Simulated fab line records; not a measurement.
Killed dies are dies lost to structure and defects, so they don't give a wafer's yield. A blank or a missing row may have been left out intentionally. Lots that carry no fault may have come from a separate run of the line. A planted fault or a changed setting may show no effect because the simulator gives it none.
Problem report, 8D (eight disciplines) form, completed by code ; flow sky130 ; the parts of the form that need people (team, actions taken, sign-off) are left out

1. PROBLEM STATEMENT
SKY_FIELD_ISO_WET_ETCH_30, temp-c: mean 13.68 C on 3 wafers (1 lot); fault-free wafers 25.00 C, standard deviation 0.12. Relative to the usual mean, that is a shift of -94 standard deviations.
The step: etches SiO2 in dHF, target depth 25 nm, time 50 s.
First observed at day 3 03:16: wafer L570.3, on wet-bench-01. At this step, 38 wafers from 13 lots have a number in the record. Rule for "out", or "out of limits": more than 4 standard deviations from the usual mean. All remaining wafers that have a number are taken as sound.

2. WHAT IT IS AND WHAT IT IS NOT
question;is;is not
which readings at this step;temp-c, bath-heat-duty-pct;-
which lots;L570;L567, L568, L569, L579, L580, L582, L584, L585, L586, L587, L588, L589
which wafers of those lots;all that have a number;-
read on which tools;wet-bench-01;wet-bench-02, wet-bench-03
when;from day 3 03:16;"up to then (9 sound wafers); but 26 sound wafers of L579, L580, L582, L584, L585, L586, L587, L588, L589 came after"

3. SUSPECTS, AND WHAT RULES EACH OUT
Counting: a tool stays on the suspect list if, at a process step up to the reading, it processed all lots that are out and no sound lot following the first of them.
- wet-bench-01 at SKY_FIELD_ISO_WET_ETCH_30 (etches SiO2 in dHF, target depth 25 nm, time 50 s): kept. It ran the lot that is out, L570 (day 3 03:16), and no sound lot after that; its last sound lot up to then is L568 (day 3 02:08). Its own bath-heat-duty-pct, temp-c readings are out on those wafers.
After counting, what remains is wet-bench-01 at SKY_FIELD_ISO_WET_ETCH_30.

4. THE CAUSE (what the simulator had put in)
wet-bench-01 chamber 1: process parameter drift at SKY_FIELD_ISO_WET_ETCH_30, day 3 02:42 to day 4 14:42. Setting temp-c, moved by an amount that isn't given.
Counting left only this tool.

5. SEQUENCE OF EFFECTS, ordered by route
Each row: a reading where the mean over the struck wafers with a number is more than 3 standard deviations away from the usual. Only readings whose record carries a usual standard deviation are examined. hours: median over the lots of the time between each lot's start at the first step of this table that gives one and its start at this step. sigmas: the change, counted in usual standard deviations.
hours;step;reading;usual;on struck wafers;change;sigmas
0;SKY_FIELD_ISO_WET_ETCH_30;bath-heat-duty-pct;6.0 %;0.0;-6.0;-10
0;SKY_FIELD_ISO_WET_ETCH_30;temp-c;25.00 C;13.68;-11.32;-94
Its process steps:
- SKY_FIELD_ISO_WET_ETCH_30: etches SiO2 in dHF, target depth 25 nm, time 50 s.
At these later measuring or inspecting steps, every struck wafer for which the step has a row has a number for every such reading, and none has moved that far: SKY_POLY_CUT_CD_MEAS_08, SKY_SD_N_OVL_MEAS_08, SKY_LOCAL_INTERCONNECT_CD_MEAS_11.

6. WHAT WOULD HAVE CAUGHT IT SOONER
In this record the first reading out of limits was taken at day 3 03:16, 1 hour after the fault began at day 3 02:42.
